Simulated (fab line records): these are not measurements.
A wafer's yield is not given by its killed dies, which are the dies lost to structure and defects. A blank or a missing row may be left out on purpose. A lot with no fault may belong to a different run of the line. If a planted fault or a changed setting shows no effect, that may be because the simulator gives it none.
Comparing a struck lot with a sound one    flow sky130    32 steps out of a route of 708
Sound: these wafers, L608.1, L608.4, L608.6. Struck: wafer L615.2 (L615.5, L615.6, from the same lot, were not struck and are left out); the cause is given at the end.
For every step that has rows: the tool of each side, followed by ch and its chambers, followed by its first start. Under that, the readings that differ: sound wafers    struck wafers    difference of the means    sigmas: that difference in standard deviations of wafers without a fault.
alike: readings whose means differ by less than 2 such deviations, and words and numbers that are the same on both sides. not compared: withheld readings, readings that some wafer has no value for, bounds like >300 that may hide the same value, and numbers for which the record gives no deviation and whose values overlap.
A row with sigmas, a row that says differs or no value, or rows on one side alone: a step with any of these is where the two part. When numbers do not overlap yet have no deviation, they are printed without sigmas and do not part them. A reading that every wafer of one side lacks parts them only if that side has two wafers or more.

SKY_VIA1_ETCH_15: etches SiO2 in C4F8/O2/Ar, stops on TiN, target depth 351 nm, time 54 s.
  sound on rie diel-01 ch 2,3, day 35 00:46; struck on rie diel-03 ch 2, day 37 06:35
  alike: oes product au
  not compared: rf hours counter h
SKY_VIA1_STRIP_16: strips in O2/N2.
  sound on plasma asher-03 ch 0,1, day 35 00:49; struck on plasma asher-04 ch 0, day 37 06:38
  alike: drypump motor current A, oes product au, strip time to endpoint s
  not compared: rf hours counter h
then, 4 steps without rows for these wafers: SKY_VIA1_STRIP_17 (strips in post etch residue remover, time 1200 s); SKY_VIA1_CLEAN_18 (cleans in IPA, time 180 s); SKY_VIA1_CLEAN_19 (cleans in O3/DIW); SKY_VIA1_SPUTTER_20 (material TiN, target thk 20 nm, time 80 s).
SKY_VIA1_CVD_21: deposits W, target thk 270 nm, time 80.902 s.
  sound on cvd w-02 ch 0,1, day 35 01:28; struck on cvd w-02 ch 0, day 37 07:17
  alike: heater power w
SKY_VIA1_RS_MEAS_22: measures by four-point-probe.
  sound: film metro-02 at day 35 01:37; struck: film metro-02 at day 37 07:23
  alike: VIA1_W_RS
SKY_VIA1_THK_MEAS_23: measures by xrf.
  sound: film metro-02 at day 35 01:44; struck: film metro-02 at day 37 07:30
  alike: VIA1_W_THK
then, 1 step without rows for these wafers: SKY_VIA1_CMP_24 (polishes, stops on SiO2, t overpolish 15 s, target thk 0 nm).
SKY_METAL2_SPUTTER_00: material Ti, target thk 15 nm, time 10 s.
  sound: pvd sputter-01 at day 35 02:06; struck: pvd sputter-03 at day 37 07:51
  alike: chamber pressure pa, throttle valve pct
then, 1 step without rows for these wafers: SKY_METAL2_SPUTTER_01 (material TiN, target thk 20 nm, time 16.7 s).
SKY_METAL2_SPUTTER_02: material AlCu, target thk 250 nm, time 13.3 s.
  sound: pvd sputter-01 at day 35 02:09; struck: pvd sputter-03 at day 37 07:54
reading                                      sound                 struck  difference  sigmas
chamber pressure pa (Pa)                     0.4001 0.4013 0.3991  0.3486  -0.0516     -62
throttle valve pct (%)                       30.9 28.5 31.4        33.4    +3.1        +3
model.AlCu_of_METAL2_SPUTTER_02.thk nm (nm)  249.2 251.2 251.2     256     +5          
then, 2 steps without rows for these wafers: SKY_METAL2_SPUTTER_03 (material Ti, target thk 5 nm, time 3.3 s); SKY_METAL2_SPUTTER_04 (material TiN, target thk 70 nm, time 58.3 s).
SKY_METAL2_RS_MEAS_05: measures by four-point-probe.
  sound: film metro-04 at day 35 02:14; struck: film metro-04 at day 37 08:01
reading                  sound                 struck  difference  sigmas
METAL2_ALCU_RS (ohm/sq)  0.1272 0.1264 0.1263  0.1225  -0.0041     -3
SKY_METAL2_THK_MEAS_06: measures by xrf.
  sound: film metro-04 at day 35 02:22; struck: film metro-04 at day 37 08:07
reading               sound              struck  difference  sigmas
METAL2_ALCU_THK (nm)  247.9 248.7 249.0  255.7   +7.2        +2
then, 8 steps without rows for these wafers: SKY_METAL2_DEHYDRATE_07 (time 60 s); SKY_METAL2_HMDS_08 (prime time 60 s); SKY_METAL2_COAT_09 (resist thk 60 nm); SKY_METAL2_COAT_10 (resist thk 450 nm); SKY_METAL2_SOFTBAKE_11 (time 90 s); SKY_METAL2_EXPOSE_12 (exposes mask MM2, target cd 140 nm); SKY_METAL2_PEB_13; SKY_METAL2_DEVELOP_14 (develop time 60 s).
SKY_METAL2_CD_MEAS_15 targets a cd of 140 nm.
  sound: cd sem-01 at day 36 04:38; struck: cd sem-02 at day 38 09:31
  alike: cd nm
SKY_METAL2_OVL_MEAS_16:
  sound: overlay-02 at day 36 04:46; struck: overlay-01 at day 38 09:37
reading          sound    struck  difference  sigmas
METAL2_OVL (nm)  2 -5 -1  11      +12         +2
then, 1 step without rows for these wafers: SKY_METAL2_DESCUM_17 (chemistry O2, time 8 s).
SKY_METAL2_ETCH_18: etches BARC in N2/H2, stops on SiO2, time 45.9 s, target depth 60 nm.
  sound on rie metal-03 ch 0,1, day 36 04:50; struck on rie metal-04 ch 0, day 38 09:41
  alike: drypump motor current A, h2 flow sccm, oes product au, throttle valve pct
  not compared: rf hours counter h
SKY_METAL2_METAL_ETCH_19: etches the open film in Cl2/BCl3, stops on SiO2, target depth 360 nm, time 78 s.
  sound on rie metal-03 ch 0,1, day 36 04:53; struck on rie metal-04 ch 0, day 38 09:44
reading                             sound              struck  difference  sigmas
oes product au (a.u.)               0.861 0.864 0.859  0.846   -0.015      -3
model.METAL2.feature depth nm (nm)  359.9 361.6 361.8  353.8   -7.3        
model.etch.depth nm (nm)            359.9 361.6 361.8  353.8   -7.3        
  alike: drypump motor current A, throttle valve pct
  not compared: rf hours counter h
then, 1 step without rows for these wafers: SKY_METAL2_STRIP_20 (strips in O2/N2).
-- the record jumps here: 10 days lie between the struck wafers' starts before and after (it left off in module METAL2 and takes up again in module PAD_OPEN, whose first step shown is number 708 of the route) --
SKY_PAD_OPEN_PROBE_99:
  sound: prober-01 at day 46 16:24; struck: prober-02 at day 48 05:57
reading                     sound                struck  difference  sigmas
model.etest.met2.rs ohm sq  0.1287 0.129 0.1284  0.1244  -0.0043     
  alike: defect limited yield, killed_at_M0_to_M3, killed_at_M4_up, killed at contacts, killed at front end, killed at other, killed dies, killed open, killed short, sort_bin_3_pad_short, sort_bin_5_function, sort_bin_6_memory, sort n pass, sort yield pct

## WHERE THEY PART
First at SKY_METAL2_SPUTTER_02; last, within this record, at SKY_METAL2_METAL_ETCH_19. Later steps at which nothing parts them and some readings are alike: SKY_PAD_OPEN_PROBE_99.

WHY: the cause the simulator had injected
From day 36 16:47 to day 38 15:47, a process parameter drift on pvd sputter-03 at SKY_METAL2_SPUTTER_02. From 0.4, the setting chamber pressure pa moved by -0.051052. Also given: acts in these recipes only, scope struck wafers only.
